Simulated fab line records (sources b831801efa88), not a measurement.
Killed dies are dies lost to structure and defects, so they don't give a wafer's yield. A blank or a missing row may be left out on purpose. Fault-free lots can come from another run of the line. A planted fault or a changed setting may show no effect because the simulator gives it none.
What tool caused it? | flow sky130 | Sampling: 12 lots, 36 wafers, 4 of 708 route steps

WHAT EACH GAUGE READ, for each wafer
SKY_VIA3_BOW_MEAS_03.
lot  | measured     | on            | VIA3_BOW (um)
L977 | day 38 18:29 | film metro-03 | 87 95 101
L979 | day 39 04:38 | film metro-03 | 68 77 84
L981 | day 39 10:48 | film metro-03 | 76 68 69
L984 | day 40 14:10 | film metro-01 | 73 70 87
L985 | day 40 18:48 | film metro-01 | 82 85 84
L986 | day 40 21:50 | film metro-04 | 68 68 83
L989 | day 41 20:41 | film metro-01 | 82 77 84
L994 | day 43 05:55 | film metro-01 | 68 94 96
L996 | day 43 17:20 | film metro-03 | 82 78 76
L997 | day 44 08:14 | film metro-03 | 74 81 77
L998 | day 45 00:29 | film metro-03 | 86 77 93
L999 | day 45 01:07 | film metro-03 | 75 93 82

SKY_CAP2M_OVL_MEAS_12.
lot  | measured     | on         | CAP2M_OVL (nm)
L977 | day 40 19:59 | overlay-02 | -2.1 -0.2 -1.0
L979 | day 41 07:18 | overlay-02 | 0.4 0.5 -1.2
L981 | day 41 12:59 | overlay-02 | 3.5 2.0 2.9
L984 | day 42 13:59 | overlay-01 | 1.5 2.2 1.9
L985 | day 42 19:34 | overlay-02 | 0.2 0.9 -0.6
L986 | day 42 22:38 | overlay-01 | 0.5 -0.6 1.2
L989 | day 43 21:08 | overlay-02 | 3.9 2.8 3.3
L994 | day 45 05:03 | overlay-01 | 2.1 0.6 0.6
L996 | day 45 13:56 | overlay-02 | 1.9 1.8 -0.2
L997 | day 46 05:20 | overlay-02 | 0.6 -1.1 -0.2
L998 | day 46 20:17 | overlay-01 | -1.1 -1.4 0.3
L999 | day 46 21:14 | overlay-01 | 2.4 3.3 3.1

SKY_VIA4_THK_MEAS_01.
lot  | measured     | on            | VIA4_HDPCVD_THK (nm)
L977 | day 41 21:38 | film metro-02 | 1741 1751 1746
L979 | day 42 08:35 | film metro-02 | 1754 1769 1749
L981 | day 42 14:05 | film metro-01 | 1754 1761 1771
L984 | day 43 14:46 | film metro-02 | 1741 1754 1756
L985 | day 43 20:28 | film metro-02 | 1752 1739 1728
L986 | day 43 23:16 | film metro-02 | 1756 1747 1754
L989 | day 44 21:02 | film metro-02 | 1737 1759 1734
L994 | day 46 04:55 | film metro-01 | 1759 1787 1760
L996 | day 46 13:18 | film metro-02 | 2574 1755 2573
L997 | day 47 03:53 | film metro-02 | 1761 1742 1757
L998 | day 47 17:47 | film metro-02 | 2559 2538 1727
L999 | day 47 18:52 | film metro-01 | 2570 1761 2555

WHAT TOOL EACH LOT RAN ON (gives the tool, then ch and the chambers of the sampled wafers, and finally the start)
lot  | SKY_VIA4_HDPCVD_00
L977 | hdpcvd-01 ch 0,2, day 41 21:27
L979 | hdpcvd-02 ch 1,2, day 42 08:24
L981 | hdpcvd-01 ch 0,1,2, day 42 13:53
L984 | hdpcvd-01 ch 0,2, day 43 14:35
L985 | hdpcvd-02 ch 0,2, day 43 20:17
L986 | hdpcvd-01 ch 0,1, day 43 23:05
L989 | hdpcvd-01 ch 0,1, day 44 20:51
L994 | hdpcvd-01 ch 0,1,2, day 46 04:43
L996 | hdpcvd-01 ch 0,2, day 46 13:07
L997 | hdpcvd-02 ch 0,1,2, day 47 03:43
L998 | hdpcvd-01 ch 0,2, day 47 17:37
L999 | hdpcvd-01 ch 0,2, day 47 18:34
- SKY_VIA4_HDPCVD_00: deposits SiO2, target thk 1750 nm, time 291.7 s.

AS READ BY THE TOOLS THEMSELVES (means over the sampled wafers that have a number; for cases with no such wafer, the mark the record gives instead)
SKY_VIA4_HDPCVD_00.
lot  | tool      | pressure mtorr (mTorr) | run length s (s)
L977 | hdpcvd-01 | 5.999                  | 319.5
L979 | hdpcvd-02 | 6.000                  | 319.5
L981 | hdpcvd-01 | 5.995                  | 319.8
L984 | hdpcvd-01 | 5.992                  | 319.3
L985 | hdpcvd-02 | 6.007                  | 319.6
L986 | hdpcvd-01 | 6.006                  | 319.4
L989 | hdpcvd-01 | 5.994                  | 319.2
L994 | hdpcvd-01 | 5.982                  | 319.4
L996 | hdpcvd-01 | 6.010                  | 407.7
L997 | hdpcvd-02 | 5.997                  | 319.4
L998 | hdpcvd-01 | 6.008                  | 407.5
L999 | hdpcvd-01 | 5.995                  | 407.8

THE ANSWER, worked out from the rows above alone
Rule: the lots themselves supply what counts as usual. Put in order of their means at a reading, lots are off if they are a third of the lots or fewer, leave a main group of 4 or more, and stand apart from it by a gap of 3 or more times the standard deviation of the main group's means; of several such gaps the widest counts. A main group is skipped when, at the precision printed for the reading in the tables above, its means are all equal. A lot without any number at a reading at which 4 lots or more have one is off too. Any other lot the step has rows for is counted as sound. First the gauges in route order, then the tools' own readings, where a lot's mean is used as printed above. At the first step where some lot is off, the reading lying furthest off is the one used; lots without a number count as furthest.
Off: at SKY_VIA4_THK_MEAS_01 (VIA4_HDPCVD_THK), L996, L998, L999. For the main group the mean is 1753 nm and the standard deviation 8.6.
If a tool, at a process step before that reading, ran all the lots that are off and no sound lot after the first of them, it fits. Not tried: the gauges at SKY_VIA4_THK_MEAS_01; whatever is off there is also off at SKY_VIA4_HDPCVD_00, on other tools, and gauge error can't account for it. One candidate fits, namely hdpcvd-01 at SKY_VIA4_HDPCVD_00. A fault onset in the window from L994 (day 46 04:43, its last sound lot) to L996 (day 46 13:07, its first lot off) fits.
On the lots that are off, the tool's own readings at SKY_VIA4_HDPCVD_00 differ by more than 5 times the standard deviation of the sound lots' means, which bears it out; run length s reads 407.7 s there versus 319.5 s on the sound lots.

WHAT HAD BEEN PUT IN BY THE SIMULATOR
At SKY_VIA4_HDPCVD_00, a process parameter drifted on hdpcvd-01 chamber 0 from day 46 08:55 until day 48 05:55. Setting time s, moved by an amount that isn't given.
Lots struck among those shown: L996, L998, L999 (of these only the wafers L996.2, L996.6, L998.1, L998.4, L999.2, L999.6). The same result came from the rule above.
